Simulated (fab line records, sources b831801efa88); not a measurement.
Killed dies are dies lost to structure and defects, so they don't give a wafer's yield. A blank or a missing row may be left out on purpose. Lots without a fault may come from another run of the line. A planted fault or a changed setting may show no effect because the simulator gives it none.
Problem report in the 8D (eight disciplines) form, filled by code | flow sfq_line | the parts of the form that need people (team, actions taken, sign-off) are left out

1. THE PROBLEM
I0_OVL at SFQ_I0_OVL_MEAS_908 reads a mean of 64 nm on 9 wafers of 3 lots; wafers without a fault read 2 nm with a standard deviation of 5.3. That is +12 standard deviations from the usual mean.
First seen on wafer L619.1, day 25 09:29, on overlay-01. The record holds 42 wafers of 14 lots with a number at this step. Rule for "out", or "out of limits": more than 4 standard deviations from the usual mean. The other wafers with a number count as sound.

2. WHAT IT IS AND WHAT IT IS NOT
question                    | is                     | is not
which readings at this step | I0_OVL                 | -
which lots                  | L619, L620, L624       | L607, L608, L609, L610, L611, L612, L613, L614, L615, L618, L623
which wafers of those lots  | all that have a number | -
read on which gauges        | overlay-01, overlay-02 | -
when                        | from day 25 09:29      | up to then (30 sound wafers); but 3 sound wafers of L623 came after

3. SUSPECTS, AND WHAT RULES EACH OUT
Counting: a tool at a process step up to the reading stays a suspect if it ran every lot that is out and no sound lot after the first of them.
- the gauge at SFQ_I0_OVL_MEAS_908: ruled out. The wafers that are out were read on 2 gauges (overlay-01, overlay-02).
- krf_scanner-02 at SFQ_TRILAYER_I0_VIA_LITHO_EXPOSE_032 (exposes mask I0, target cd 500 nm): kept. It ran every lot that is out, first L619 (day 25 07:59), and no sound lot after that; its last sound lot up to then is L614 (day 23 00:41).
Left after counting: krf_scanner-02 at SFQ_TRILAYER_I0_VIA_LITHO_EXPOSE_032.

4. THE CAUSE (what the simulator had put in)
Scanner matching overlay: krf_scanner-02, from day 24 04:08 on, at SFQ_TRILAYER_I0_VIA_LITHO_EXPOSE_032. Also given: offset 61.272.
Counting left only this tool.

5. THE CHAIN OF EFFECTS, in route order
Each row: a reading whose mean over the struck wafers that have a number lies more than 3 standard deviations from the usual. Only readings for which the record gives a usual standard deviation are gone through. hours: the time from each lot's start at the first step in this table that gives one to its start at this step, as a median over the lots. sigmas: the change in usual standard deviations.
hours | step                | reading | usual | on struck wafers | change | sigmas
0     | SFQ_I0_OVL_MEAS_908 | I0_OVL  | 2 nm  | 64               | +62    | +12
Later measuring or inspecting steps at which every struck wafer that the step has a row for has a number for every such reading, and none has moved that far: SFQ_I1_BOW_MEAS_912.

6. WHAT WOULD HAVE CAUGHT IT SOONER
In this record the first reading out of limits at a measuring or inspecting step was taken at day 25 09:29, 29 hours after the fault began at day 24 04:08.
Of the tool readings at SFQ_TRILAYER_I0_VIA_LITHO_EXPOSE_032 for which the record gives a usual standard deviation, none was out on any struck wafer, so an alarm limit of 4 standard deviations on them would not have fired.
Of the lots that are out (3), L620, L624 began SFQ_TRILAYER_I0_VIA_LITHO_EXPOSE_032 on krf_scanner-02 after day 25 09:29. A hold on the tool at that time would have spared those 2.
